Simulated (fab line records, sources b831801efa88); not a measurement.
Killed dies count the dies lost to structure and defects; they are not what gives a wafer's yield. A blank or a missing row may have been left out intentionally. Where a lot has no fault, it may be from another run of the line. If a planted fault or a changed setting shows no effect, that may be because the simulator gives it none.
Matching of chambers -- flow gf180mcu -- GF_V3_CVD_00 on hdpcvd-02: 3 sister chambers
The step deposits SiO2, target thk 600 nm, time 100 s. 6 wafers are shown with their chamber, then 8 later ones without.

== WAFERS, EACH WITH ITS CHAMBER ==
wafer,chamber,sih4_flow_sccm (sccm)
L829.4,0,59.62
L831.2,1,59.87
L831.4,1,60.13
L832.4,2,60.18
L832.5,0,60.46
L833.1,2,60.11

== WAFERS MISSING THEIR CHAMBER ==
wafer,sih4_flow_sccm (sccm)
L833.4,60.18
L833.5,60.14
L843.1,59.84
L843.4,59.79
L843.6,60.03
L845.1,59.90
L845.4,59.97
L845.5,60.05

== WHICH CHAMBER EACH WENT THROUGH ==
wafer,from the rows above,in truth
L833.4,can't be placed: 2 or 0 or 1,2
L833.5,can't be placed: 2 or 0 or 1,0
L843.1,can't be placed: 1 or 0 or 2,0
L843.4,can't be placed: 1 or 0 or 2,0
L843.6,can't be placed: 0 or 1 or 2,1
L845.1,can't be placed: 1 or 0 or 2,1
L845.4,can't be placed: 1 or 0 or 2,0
L845.5,can't be placed: 0 or 1 or 2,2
Placed correctly: 0 of 8. From these rows, 8 cannot be placed; in 8 the true chamber is one of the candidates. Placed wrongly: 0.
How it was worked out, from the rows above alone: a wafer's distance from a chamber is the root of the sum, over the readings, of the square of ((its reading less the chamber's mean) divided by the reading's scatter). The wafer belongs to the nearest chamber; if the next one is less than 2 further off, it can't be placed. For every chamber, the mean is computed from those of its wafers that are shown. The scatter: take each reading less its chamber's mean, square it, sum over the shown wafers, divide by the number of wafers less the number of chambers, and take the root.
